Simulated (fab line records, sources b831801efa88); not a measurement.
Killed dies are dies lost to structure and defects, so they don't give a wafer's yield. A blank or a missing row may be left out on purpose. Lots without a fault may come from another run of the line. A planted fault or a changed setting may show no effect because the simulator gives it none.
fab line records | flow sky130
record lots=6 wafers=18 last_day=50
route steps=708 shown POLY_GATE@235 LDD_N@237 PAD_OPEN@708
lots that met no fault: from a run of the same line without faults
start_h: hours from the record's first day to the start of the lot's first wafer shown | wait_h: hours since the lot's step before | " the same as in the row above | L1.1+2: a row that stands for several wafers | - no value, or no start given | * or withheld: withheld | < > ~ a bound
route shown NAME@n: a module of which the file shows steps, and the number in the route of the first | usual: mean/standard deviation of fault-free wafers | same: alike in all rows | chamber/n: place in a boat | sites: the reading at each site | _std_site: their standard deviation | _edge_site: outer sites' mean less inner sites' | radius_mm: how far each site lies from the wafer's centre | mask NAME#n: copy n | behind: the tool/chamber that last shaped the wafer | hold: why the lot was held/for how many hours/how that ended | device: the transistor (n, p or np) that didn't switch | end of line: the same wafers' tests at the end of the route | a step without rows: its recipe alone | killed: dies lost to structure and defects at the first sort, not the wafer's yield | map: a wafer's dies, x killed, . not, _ none there
set.NAME: the setting as run; set.NAME@STEP: as run at that earlier step | model.NAME: the simulator's own value behind a step, which no gauge read
lots at some steps of the route; a table a step, a row a wafer
services: from which hour (start_h, from the record's first day; less than 0 if before it) a tool's chamber was out of use, for how many hours, and why
## steps
# step SKY_POLY_GATE_THK_MEAS_21
# recipe reads=SiO2_of_POLY_GATE_OXIDATION_20
# usual POLY_GATE_OXIDATION_THK=4.01/0.091
# columns lot.wafer tool chamber start_h wait_h POLY_GATE_OXIDATION_THK[nm]
L195.2 film_metro-04 - 370.61 0.0 3.91
L195.5 " - " " 3.76
L195.6 " - " " 3.89
L204.1 film_metro-03 - 465.86 0.0 4.06
L204.5 " - " " 4.03
L204.6 " - " " 4.01
L206.1 film_metro-02 - 468.84 0.0 3.96
L206.5 " - " " 3.98
L206.6 " - " " 3.93
L214.3 film_metro-03 - 538.03 0.0 4.07
L214.4 " - " " 4.06
L214.6 " - " " 4.00
L216.2 film_metro-03 - 547.24 0.0 3.98
L216.5 " - " " 3.99
L216.6 " - " " 3.99
L218.1 film_metro-03 - 576.85 0.0 4.03
L218.3 " - " " 3.90
L218.5 " - " " 3.94
# step SKY_POLY_GATE_CD_MEAS_22
# usual cd_nm=149.3/1.8
# columns lot.wafer tool chamber start_h wait_h cd_nm
L195.2 cd_sem-01 - 370.69 0.1 151.3
L195.5 " - " " 150.9
L195.6 " - " " 148.2
L204.1 cd_sem-01 - 465.92 0.1 150.4
L204.5 " - " " 149.9
L204.6 " - " " 148.6
L206.1 cd_sem-01 - 468.90 0.1 149.3
L206.5 " - " " 150.1
L206.6 " - " " 151.0
L214.3 cd_sem-01 - 538.17 0.1 148.6
L214.4 " - " " 148.0
L214.6 " - " " 148.1
L216.2 cd_sem-02 - 547.40 0.1 148.8
L216.5 " - " " 152.3
L216.6 " - " " 149.6
L218.1 cd_sem-02 - 576.91 0.1 149.4
L218.3 " - " " 150.4
L218.5 " - " " 144.5
# step SKY_LDD_N_DEHYDRATE_00
# recipe temp_c=200 time_s=60
# step SKY_LDD_N_HMDS_01
# recipe prime_time_s=60 prime_temp_c=120
# step SKY_LDD_N_COAT_02
# recipe resist=NOVOLAK spin_rpm=3000 resist_thk_nm=300
# step SKY_LDD_N_SOFTBAKE_03
# recipe temp_c=90.9 time_s=60 resist=NOVOLAK
# step SKY_LDD_N_EXPOSE_04
# recipe mask_id=NTM target_cd_nm=840 na=0.6 source_shape=conventional sigma_outer=0.6 dose_mj=110
# step SKY_LDD_N_PEB_05
# recipe temp_c=withheld time_s=* resist=NOVOLAK
# step SKY_LDD_N_DEVELOP_06
# recipe develop_time_s=60 dev_temp_c=23
# step SKY_LDD_N_OVL_MEAS_07
# usual LDD_N_OVL=0.1/1.2
# columns lot.wafer tool chamber start_h wait_h LDD_N_OVL[nm]
L195.2 overlay-01 - 397.49 0.1 -1.8
L195.5 " - " " -2.6
L195.6 " - " " -0.3
L204.1 overlay-02 - 495.93 0.1 1.5
L204.5 " - " " 2.0
L204.6 " - " " 0.6
L206.1 overlay-02 - 499.41 0.1 -1.1
L206.5 " - " " 0.4
L206.6 " - " " -2.1
L214.3 overlay-02 - 566.99 0.1 -0.6
L214.4 " - " " 0.8
L214.6 " - " " 1.4
L216.2 overlay-01 - 576.17 0.1 -0.3
L216.5 " - " " -1.1
L216.6 " - " " -0.8
L218.1 overlay-01 - 606.38 0.1 -0.1
L218.3 " - " " -1.9
L218.5 " - " " 1.3
# step SKY_LDD_N_IMPLANT_08
# recipe species=As energy_kev=20 dose_cm2=7.5e+13 tilt_deg=withheld rotation_deg=23
# step SKY_LDD_N_IMPLANT_09
# recipe species=As energy_kev=20 dose_cm2=7.5e+13 tilt_deg=withheld rotation_deg=113
# step SKY_LDD_N_IMPLANT_10
# recipe species=As energy_kev=20 dose_cm2=7.5e+13 tilt_deg=withheld rotation_deg=203
# usual beam_energy_keV=20.001/0.0055 beam_on_s=10.02/0.21 faraday_current_uA=422/9
# columns lot.wafer tool chamber start_h wait_h beam_energy_keV beam_on_s faraday_current_uA model.implant.rp_nm model.implant.drp_nm
L195.2 implanter-04 0 397.84 0.1 19.992 10.00 421 16.02 7.212
L195.5 " 0 " " 19.997 10.35 407 16.02 7.212
L195.6 " 0 " " 19.991 9.94 428 16.02 7.212
L204.1 implanter-04 0 496.27 0.1 16.892 11.46 369 13.42 6.426
L204.5 " 0 " " 16.898 11.36 374 13.42 6.426
L204.6 " 0 " " 16.904 11.83 356 13.42 6.426
L206.1 implanter-04 0 499.75 0.1 16.896 11.50 368 13.72 6.426
L206.5 " 0 " " 16.903 11.45 369 13.72 6.426
L206.6 " 0 " " 16.895 10.81 391 13.72 6.426
L214.3 implanter-02 0 567.37 0.1 20.010 10.04 422 16.1 7.212
L214.4 " 0 " " 20.007 10.33 407 16.1 7.212
L214.6 " 0 " " 20.012 10.19 414 16.1 7.212
L216.2 implanter-04 0 576.52 0.1 19.998 10.08 417 15.99 7.212
L216.5 " 0 " " 19.998 9.82 430 15.99 7.212
L216.6 " 0 " " 19.998 9.86 430 15.99 7.212
L218.1 implanter-02 0 606.72 0.1 20.004 9.84 430 15.55 7.212
L218.3 " 0 " " 19.999 10.12 417 15.55 7.212
L218.5 " 0 " " 19.997 10.12 418 15.55 7.212
# step SKY_LDD_N_IMPLANT_11
# recipe species=As energy_kev=20 dose_cm2=7.5e+13 tilt_deg=withheld rotation_deg=293
# step SKY_PAD_OPEN_PROBE_99
# usual killed_at_M0_to_M3=43/6.4 killed_at_M4_up=3.5/1.8 killed_at_contacts=25/5.7 killed_at_front_end=15/3.9 killed_at_other=0.3/0.67 killed_dies=87/8.6 killed_open=47/6.7 killed_short=39/5.9
# same gross_dies=492 killed_at_back_side=0
# columns lot.wafer tool chamber start_h wait_h killed_at_M0_to_M3 killed_at_M4_up killed_at_contacts killed_at_front_end killed_at_other killed_dies killed_open killed_short model.etest.tip_n.rs_ohm_sq
L195.2 prober-02 - 1073.08 0.1 42 2 22 12 0 78 47 31 438.7
L195.5 prober-02 - 1073.23 0.2 34 6 21 19 0 80 41 39 442.7
L195.6 prober-02 - 1073.28 0.2 44 3 25 15 1 88 46 41 438.8
L204.1 prober-01 - 1137.46 0.1 42 2 21 12 0 77 50 27 453.9
L204.5 prober-01 - 1137.66 0.2 39 5 19 17 0 80 44 36 457.4
L204.6 prober-01 - 1137.71 0.2 44 4 16 14 1 79 38 41 458.9
L206.1 prober-02 - 1142.13 0.1 40 3 19 17 0 79 37 42 454.4
L206.5 prober-02 - 1142.33 0.2 40 5 27 12 0 84 49 34 451.6
L206.6 prober-02 - 1142.38 0.2 42 3 34 17 0 96 56 39 455
L214.3 prober-01 - 1180.19 0.2 44 6 24 12 0 86 42 44 438.9
L214.4 prober-01 - 1180.24 0.2 41 6 36 14 0 97 44 52 437.8
L214.6 prober-01 - 1180.34 0.2 43 5 29 13 0 90 54 36 438.9
L216.2 prober-01 - 1184.61 0.1 41 3 24 14 0 82 57 25 437.6
L216.5 prober-01 - 1184.76 0.2 34 1 26 20 1 82 48 33 435.1
L216.6 prober-01 - 1184.81 0.2 51 7 24 16 2 100 53 47 439
L218.1 prober-02 - 1201.40 0.1 34 6 24 9 1 74 35 39 442.5
L218.3 prober-02 - 1201.50 0.2 41 4 19 16 0 80 34 46 448.4
L218.5 prober-02 - 1201.60 0.2 39 9 16 21 0 85 48 37 444.5
# killed by level:class
L195.2 VIA3:geometric_particle:open=10 CONTACT:geometric_particle:open=9 VIA1:geometric_particle:open=9 LI_CONTACT:geometric_particle:open=6 VIA2:geometric_particle:short=5 POLY_GATE:geometric_particle:open=4 VIA1:geometric_particle:short=4 FIELD_ISO:geometric_particle:open=3
L195.5 LI_CONTACT:geometric_particle:open=7 CONTACT:geometric_particle:open=7 VIA2:geometric_particle:open=7 VIA1:geometric_particle:open=6 METAL4:geometric_particle:short=6 FIELD_ISO:geometric_particle:short=5 METAL2:geometric_particle:short=5 FIELD_ISO:geometric_particle:open=4
L195.6 CONTACT:geometric_particle:open=10 VIA1:geometric_particle:open=10 VIA1:geometric_particle:short=9 LI_CONTACT:geometric_particle:open=7 VIA2:geometric_particle:open=6 FIELD_ISO:geometric_particle:open=4 METAL2:geometric_particle:short=4 LOCAL_INTERCONNECT:geometric_particle:short=4
L204.1 VIA1:geometric_particle:open=11 CONTACT:geometric_particle:open=9 VIA3:geometric_particle:open=8 VIA2:geometric_particle:open=7 FIELD_ISO:geometric_particle:short=4 FIELD_ISO:geometric_particle:open=4 VIA1:geometric_particle:short=4 LI_CONTACT:geometric_particle:open=3
L204.5 VIA1:geometric_particle:open=10 CONTACT:geometric_particle:open=7 VIA3:geometric_particle:open=6 FIELD_ISO:geometric_particle:open=5 METAL2:geometric_particle:short=5 LI_CONTACT:geometric_particle:open=4 VIA1:geometric_particle:short=4 VIA2:geometric_particle:short=4
L204.6 VIA1:geometric_particle:short=8 METAL2:geometric_particle:short=7 VIA2:geometric_particle:open=7 VIA3:geometric_particle:open=7 CONTACT:geometric_particle:open=5 VIA1:geometric_particle:open=5 FIELD_ISO:geometric_particle:short=4 POLY_GATE:geometric_particle:short=4
L206.1 VIA1:geometric_particle:open=10 FIELD_ISO:geometric_particle:short=7 LI_CONTACT:geometric_particle:open=7 VIA3:geometric_particle:open=6 VIA3:geometric_particle:short=6 POLY_GATE:geometric_particle:open=4 LI_CONTACT:geometric_particle:short=4 LOCAL_INTERCONNECT:geometric_particle:short=4
L206.5 VIA1:geometric_particle:open=9 CONTACT:geometric_particle:open=9 METAL1:geometric_particle:short=9 CONTACT:geometric_particle:short=7 LI_CONTACT:geometric_particle:open=6 VIA2:geometric_particle:open=6 POLY_GATE:geometric_particle:open=4 FIELD_ISO:geometric_particle:open=3
L206.6 VIA1:geometric_particle:open=15 CONTACT:geometric_particle:open=10 LI_CONTACT:geometric_particle:open=8 LOCAL_INTERCONNECT:geometric_particle:short=6 CONTACT:geometric_particle:short=5 VIA3:geometric_particle:open=5 POLY_GATE:geometric_particle:open=4 METAL1:geometric_particle:short=4
L214.3 VIA1:geometric_particle:open=9 CONTACT:geometric_particle:short=8 METAL2:geometric_particle:short=8 VIA2:geometric_particle:open=7 CONTACT:geometric_particle:open=6 LOCAL_INTERCONNECT:geometric_particle:short=5 METAL1:geometric_particle:short=4 VIA2:geometric_particle:short=4
L214.4 LOCAL_INTERCONNECT:geometric_particle:short=11 CONTACT:geometric_particle:open=10 VIA1:geometric_particle:open=8 METAL1:geometric_particle:short=7 LI_CONTACT:geometric_particle:open=7 METAL2:geometric_particle:short=6 CONTACT:geometric_particle:short=5 FIELD_ISO:geometric_particle:short=4
L214.6 VIA1:geometric_particle:open=13 CONTACT:geometric_particle:open=10 VIA3:geometric_particle:open=9 LOCAL_INTERCONNECT:geometric_particle:short=7 LI_CONTACT:geometric_particle:open=5 METAL1:geometric_particle:short=5 CONTACT:geometric_particle:short=4 FIELD_ISO:geometric_particle:open=3
L216.2 VIA1:geometric_particle:open=14 CONTACT:geometric_particle:open=12 LI_CONTACT:geometric_particle:open=7 FIELD_ISO:geometric_particle:open=5 METAL1:geometric_particle:short=5 VIA2:geometric_particle:open=5 CONTACT:geometric_particle:short=4 VIA3:geometric_particle:open=4
L216.5 CONTACT:geometric_particle:open=11 VIA1:geometric_particle:open=8 FIELD_ISO:geometric_particle:open=7 LOCAL_INTERCONNECT:geometric_particle:short=7 METAL1:geometric_particle:short=5 VIA3:geometric_particle:open=5 METAL2:geometric_particle:short=5 POLY_GATE:geometric_particle:open=4
L216.6 VIA3:geometric_particle:open=11 CONTACT:geometric_particle:open=8 VIA1:geometric_particle:open=8 METAL2:geometric_particle:short=7 METAL1:geometric_particle:short=6 FIELD_ISO:geometric_particle:short=6 CONTACT:geometric_particle:short=6 FIELD_ISO:geometric_particle:open=5
L218.1 VIA3:geometric_particle:open=7 CONTACT:geometric_particle:open=6 LI_CONTACT:geometric_particle:short=6 VIA1:geometric_particle:open=6 LI_CONTACT:geometric_particle:open=5 VIA3:geometric_particle:short=5 METAL4:geometric_particle:short=5 VIA1:geometric_particle:short=4
L218.3 METAL2:geometric_particle:short=8 LOCAL_INTERCONNECT:geometric_particle:short=6 LI_CONTACT:geometric_particle:open=5 METAL3:geometric_particle:short=5 VIA1:geometric_particle:open=5 VIA2:geometric_particle:open=5 FIELD_ISO:geometric_particle:open=4 FIELD_ISO:geometric_particle:short=4
L218.5 FIELD_ISO:geometric_particle:open=8 POLY_GATE:geometric_particle:open=8 LI_CONTACT:geometric_particle:open=8 VIA1:geometric_particle:open=8 METAL4:geometric_particle:short=8 METAL1:geometric_particle:short=7 VIA3:geometric_particle:open=6 METAL3:geometric_particle:short=4
## services
# columns tool chamber start_h hours kind
implanter-02 - 393.82 0.6 repair
implanter-04 - 508.45 1.9 repair
implanter-02 - 532.71 2.3 repair
implanter-04 - 537.33 2.5 pm
implanter-02 - 568.22 2.8 pm
implanter-04 - 593.93 3.0 pm
## key
first_sign step=SKY_LDD_N_IMPLANT_10 reading=beam_energy_keV direction=down sigmas=99+ usual=* struck=*
effect step=SKY_LDD_N_IMPLANT_10 reading=beam_on_s direction=up sigmas=6.5 usual=10.02 struck=11.40
model_effect step=SKY_LDD_N_IMPLANT_10 value=implant.rp_nm without=15.32 struck=13.57
model_effect step=SKY_PAD_OPEN_PROBE_99 value=etest.tip_n.rs_ohm_sq without=445.9 struck=455.2
met_at SKY_LDD_N_IMPLANT_10
struck_wafers L204.1,L204.5,L204.6,L206.1,L206.5,L206.6
tester_left_out L204,L206
onset_between 397.84 496.27
fault kind=process_parameter_drift tool=implanter-04 chamber=- onset_h=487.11 steps=SKY_LDD_N_IMPLANT_10 channel=energy_kev offset=* shape=step end_h=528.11 acts_in=* stated=*
# tester_left_out: of these lots the tester's yield and bins aren't shown, on N5 and GAA mostly nor the transistor test; their killed dies are dies lost to structure and defects alone, not to doping, threshold or leakage, so they don't give the yield
